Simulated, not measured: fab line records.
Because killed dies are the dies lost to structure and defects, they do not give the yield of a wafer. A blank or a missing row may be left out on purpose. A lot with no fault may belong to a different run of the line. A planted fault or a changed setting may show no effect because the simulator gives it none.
The tool behind it: which one? || flow sky130 || Sampling: 13 lots, 39 wafers, 3 of 708 route steps

WHAT EACH GAUGE READ, for each wafer
SKY_VT_ADJUST_NCORE_CD_MEAS_07: the cd target is 380 nm.
{"lot": "L149", "measured": "day 8 09:33", "on": "cdSem-02", "cdNm (nm)": "383.2 383.7 383.5"}
{"lot": "L150", "measured": "day 8 18:33", "on": "cdSem-02", "cdNm (nm)": "384.6 383.1 379.7"}
{"lot": "L152", "measured": "day 9 06:45", "on": "cdSem-02", "cdNm (nm)": "377.8 379.2 380.0"}
{"lot": "L153", "measured": "day 9 11:42", "on": "cdSem-02", "cdNm (nm)": "379.6 381.4 382.3"}
{"lot": "L155", "measured": "day 10 04:36", "on": "cdSem-01", "cdNm (nm)": "377.4 378.9 378.8"}
{"lot": "L156", "measured": "day 10 08:49", "on": "cdSem-01", "cdNm (nm)": "380.8 381.8 378.3"}
{"lot": "L157", "measured": "day 10 15:49", "on": "cdSem-02", "cdNm (nm)": "- - -"}
{"lot": "L158", "measured": "day 11 02:50", "on": "cdSem-01", "cdNm (nm)": "380.2 378.1 379.2"}
{"lot": "L163", "measured": "day 12 14:07", "on": "cdSem-01", "cdNm (nm)": "378.6 379.0 378.5"}
{"lot": "L167", "measured": "day 13 18:12", "on": "cdSem-02", "cdNm (nm)": "377.9 379.2 376.9"}
{"lot": "L169", "measured": "day 14 15:38", "on": "cdSem-01", "cdNm (nm)": "379.6 382.6 380.5"}
{"lot": "L170", "measured": "day 14 23:38", "on": "cdSem-01", "cdNm (nm)": "379.6 380.4 378.0"}
{"lot": "L171", "measured": "day 15 14:33", "on": "cdSem-02", "cdNm (nm)": "376.9 380.1 378.0"}

SKY_VT_ADJUST_NCORE_TW_MEAS_11.
{"lot": "L149", "measured": "day 8 09:57", "on": "filmMetro-04", "VT_ADJUST_NCORE_TW": "221.1 221.1 221.1"}
{"lot": "L150", "measured": "day 8 18:57", "on": "filmMetro-04", "VT_ADJUST_NCORE_TW": "219.8 220.8 220.7"}
{"lot": "L152", "measured": "day 9 07:09", "on": "filmMetro-04", "VT_ADJUST_NCORE_TW": "220.8 220.7 221.4"}
{"lot": "L153", "measured": "day 9 12:06", "on": "filmMetro-03", "VT_ADJUST_NCORE_TW": "220.8 221.0 221.2"}
{"lot": "L155", "measured": "day 10 05:00", "on": "filmMetro-03", "VT_ADJUST_NCORE_TW": "224.2 223.3 224.1"}
{"lot": "L156", "measured": "day 10 09:13", "on": "filmMetro-02", "VT_ADJUST_NCORE_TW": "219.3 220.7 221.0"}
{"lot": "L157", "measured": "day 10 16:13", "on": "filmMetro-03", "VT_ADJUST_NCORE_TW": "30.5 30.7 30.5 30.3 30.4 30.5"}
{"lot": "L158", "measured": "day 11 03:13", "on": "filmMetro-04", "VT_ADJUST_NCORE_TW": "222.7 223.0 222.7"}
{"lot": "L163", "measured": "day 12 14:31", "on": "filmMetro-04", "VT_ADJUST_NCORE_TW": "220.3 220.4 220.9"}
{"lot": "L167", "measured": "day 13 18:36", "on": "filmMetro-02", "VT_ADJUST_NCORE_TW": "218.9 219.8 220.9"}
{"lot": "L169", "measured": "day 14 16:01", "on": "filmMetro-04", "VT_ADJUST_NCORE_TW": "221.6 223.8 222.5"}
{"lot": "L170", "measured": "day 15 00:02", "on": "filmMetro-04", "VT_ADJUST_NCORE_TW": "222.8 221.9 222.5"}
{"lot": "L171", "measured": "day 15 14:57", "on": "filmMetro-03", "VT_ADJUST_NCORE_TW": "221.8 223.0 221.8"}

EACH LOT AND THE TOOL THAT RAN IT (in order: tool; ch and the chambers of the sampled wafers; start)
{"lot": "L149", "SKY_VT_ADJUST_NCORE_EXPOSE_04": "ilineStepper-01 ch 0, day 8 00:17"}
{"lot": "L150", "SKY_VT_ADJUST_NCORE_EXPOSE_04": "ilineStepper-01 ch 0, day 8 08:16"}
{"lot": "L152", "SKY_VT_ADJUST_NCORE_EXPOSE_04": "ilineStepper-01 ch 0, day 8 21:32"}
{"lot": "L153", "SKY_VT_ADJUST_NCORE_EXPOSE_04": "ilineStepper-02 ch 0, day 9 01:25"}
{"lot": "L155", "SKY_VT_ADJUST_NCORE_EXPOSE_04": "ilineStepper-01 ch 0, day 9 17:52"}
{"lot": "L156", "SKY_VT_ADJUST_NCORE_EXPOSE_04": "ilineStepper-01 ch 0, day 9 21:28"}
{"lot": "L157", "SKY_VT_ADJUST_NCORE_EXPOSE_04": "ilineStepper-01 ch 0, day 10 04:22"}
{"lot": "L158", "SKY_VT_ADJUST_NCORE_EXPOSE_04": "ilineStepper-02 ch 0, day 10 15:51"}
{"lot": "L163", "SKY_VT_ADJUST_NCORE_EXPOSE_04": "ilineStepper-02 ch 0, day 12 02:10"}
{"lot": "L167", "SKY_VT_ADJUST_NCORE_EXPOSE_04": "ilineStepper-01 ch 0, day 13 05:45"}
{"lot": "L169", "SKY_VT_ADJUST_NCORE_EXPOSE_04": "ilineStepper-01 ch 0, day 14 02:17"}
{"lot": "L170", "SKY_VT_ADJUST_NCORE_EXPOSE_04": "ilineStepper-02 ch 0, day 14 10:34"}
{"lot": "L171", "SKY_VT_ADJUST_NCORE_EXPOSE_04": "ilineStepper-01 ch 0, day 15 02:01"}
- SKY_VT_ADJUST_NCORE_EXPOSE_04: exposes mask LVTN COMPLEMENT THIN, target cd 380 nm.

WHAT THE TOOLS THEMSELVES READ (means of the sampled wafers that have a number; where no wafer has one, the mark that the record gives instead)
The record holds no such reading with a usual standard deviation.

THE ANSWER, worked out from the rows above alone
Rule: usual is defined by the lots themselves. Put in order of their means at a reading, lots are off if they are a third of the lots or fewer, leave a main group of 4 or more, and stand apart from it by a gap of 3 or more times the standard deviation of the main group's means; of several such gaps the widest counts. The tables above print the reading to a certain number of digits; a main group whose means all agree to those digits is not used. A lot without any number at a reading at which 4 lots or more have one is off too. All remaining lots with rows at the step are treated as sound. Order of review: gauges by route order, followed by the tools' own readings, for which a lot's mean as printed above is used. At the first step where some lot is off, the reading lying furthest off is the one used; lots without a number count as furthest.
Off: L157 (SKY_VT_ADJUST_NCORE_CD_MEAS_07, cdNm). Without a number there: L157. Mean 379.9 nm and standard deviation 1.7 in the main group.
A tool fits if, at a process step before that reading, it ran every lot that is off, and no sound lot after the first of them. Not tried: the gauges at SKY_VT_ADJUST_NCORE_CD_MEAS_07; whatever is off there is also off at SKY_VT_ADJUST_NCORE_TW_MEAS_11, on other tools, and gauge error can't account for it. Of those tried, none fits.

WHAT THE SIMULATOR HAD PUT IN
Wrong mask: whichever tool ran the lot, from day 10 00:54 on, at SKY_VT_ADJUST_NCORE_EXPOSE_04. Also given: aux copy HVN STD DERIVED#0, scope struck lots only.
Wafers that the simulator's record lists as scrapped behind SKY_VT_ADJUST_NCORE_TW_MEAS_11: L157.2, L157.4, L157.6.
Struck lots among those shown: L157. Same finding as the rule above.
